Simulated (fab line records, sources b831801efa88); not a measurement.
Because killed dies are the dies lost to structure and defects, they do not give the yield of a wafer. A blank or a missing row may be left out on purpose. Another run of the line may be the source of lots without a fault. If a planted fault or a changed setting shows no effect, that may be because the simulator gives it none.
Which of the tools did it? / flow sky130 / Sampling: 11 lots, 33 wafers, 3 of 708 route steps

## WHAT THE GAUGES SHOWED, per wafer
SKY_CAPM_OVL_MEAS_12.
lot=L307; measured=day 38 06:24; on=overlay-02; CAPM_OVL (nm)=0.3 3.1 0.6
lot=L310; measured=day 39 04:04; on=overlay-01; CAPM_OVL (nm)=0.2 1.6 0.8
lot=L313; measured=day 39 19:25; on=overlay-01; CAPM_OVL (nm)=3.4 1.1 3.5
lot=L314; measured=day 40 04:25; on=overlay-01; CAPM_OVL (nm)=2.7 3.8 1.5
lot=L316; measured=day 40 23:25; on=overlay-02; CAPM_OVL (nm)=0.3 1.1 3.3
lot=L317; measured=day 41 06:31; on=overlay-01; CAPM_OVL (nm)=0.9 1.9 2.2
lot=L318; measured=day 41 16:40; on=overlay-02; CAPM_OVL (nm)=0.8 1.8 2.0
lot=L322; measured=day 42 15:12; on=overlay-01; CAPM_OVL (nm)=1.2 2.8 3.3
lot=L325; measured=day 43 09:13; on=overlay-02; CAPM_OVL (nm)=2.4 -0.4 1.9
lot=L327; measured=day 43 18:22; on=overlay-02; CAPM_OVL (nm)=0.4 -1.4 -0.4
lot=L328; measured=day 44 02:34; on=overlay-01; CAPM_OVL (nm)=1.3 -1.8 0.0

## WHAT TOOL EACH LOT RAN ON (gives the tool, then ch and the chambers of the sampled wafers, and finally the start)
lot=L307; SKY_VIA2_SPUTTER_20=pvd_sputter-01, day 37 04:49; SKY_METAL3_SPUTTER_01=pvd_sputter-04, day 37 05:30
lot=L310; SKY_VIA2_SPUTTER_20=pvd_sputter-03, day 38 02:00; SKY_METAL3_SPUTTER_01=pvd_sputter-02, day 38 02:49
lot=L313; SKY_VIA2_SPUTTER_20=pvd_sputter-02, day 38 17:39; SKY_METAL3_SPUTTER_01=pvd_sputter-02, day 38 18:21
lot=L314; SKY_VIA2_SPUTTER_20=pvd_sputter-03, day 39 02:52; SKY_METAL3_SPUTTER_01=pvd_sputter-04, day 39 03:38
lot=L316; SKY_VIA2_SPUTTER_20=pvd_sputter-02, day 39 22:24; SKY_METAL3_SPUTTER_01=pvd_sputter-04, day 39 23:05
lot=L317; SKY_VIA2_SPUTTER_20=pvd_sputter-01, day 40 05:09; SKY_METAL3_SPUTTER_01=pvd_sputter-02, day 40 05:51
lot=L318; SKY_VIA2_SPUTTER_20=pvd_sputter-01, day 40 15:36; SKY_METAL3_SPUTTER_01=pvd_sputter-04, day 40 16:17
lot=L322; SKY_VIA2_SPUTTER_20=pvd_sputter-03, day 41 14:31; SKY_METAL3_SPUTTER_01=pvd_sputter-04, day 41 15:12
lot=L325; SKY_VIA2_SPUTTER_20=pvd_sputter-02, day 42 08:47; SKY_METAL3_SPUTTER_01=pvd_sputter-02, day 42 09:29
lot=L327; SKY_VIA2_SPUTTER_20=pvd_sputter-02, day 42 18:17; SKY_METAL3_SPUTTER_01=pvd_sputter-04, day 42 19:07
lot=L328; SKY_VIA2_SPUTTER_20=pvd_sputter-03, day 43 02:31; SKY_METAL3_SPUTTER_01=pvd_sputter-02, day 43 03:13
- SKY_VIA2_SPUTTER_20: material TiN, target thk 20 nm, time 80 s.
- SKY_METAL3_SPUTTER_01: material TiN, target thk 20 nm, time 16.7 s.

## THE ANSWER, worked out from the rows above alone
Rule: usual is defined by the lots themselves. Put in order of their means at a reading, lots are off if they are a third of the lots or fewer, leave a main group of 4 or more, and stand apart from it by a gap of 3 or more times the standard deviation of the main group's means; of several such gaps the widest counts. A main group whose means are all the same, to the digits that the tables above print for the reading, isn't used. Also off: a lot with no number at a reading for which 4 or more lots have one. All remaining lots with rows at the step are treated as sound.
No lot is off at any reading shown: from this, nothing can be told.

## WHAT WAS PUT IN BY THE SIMULATOR
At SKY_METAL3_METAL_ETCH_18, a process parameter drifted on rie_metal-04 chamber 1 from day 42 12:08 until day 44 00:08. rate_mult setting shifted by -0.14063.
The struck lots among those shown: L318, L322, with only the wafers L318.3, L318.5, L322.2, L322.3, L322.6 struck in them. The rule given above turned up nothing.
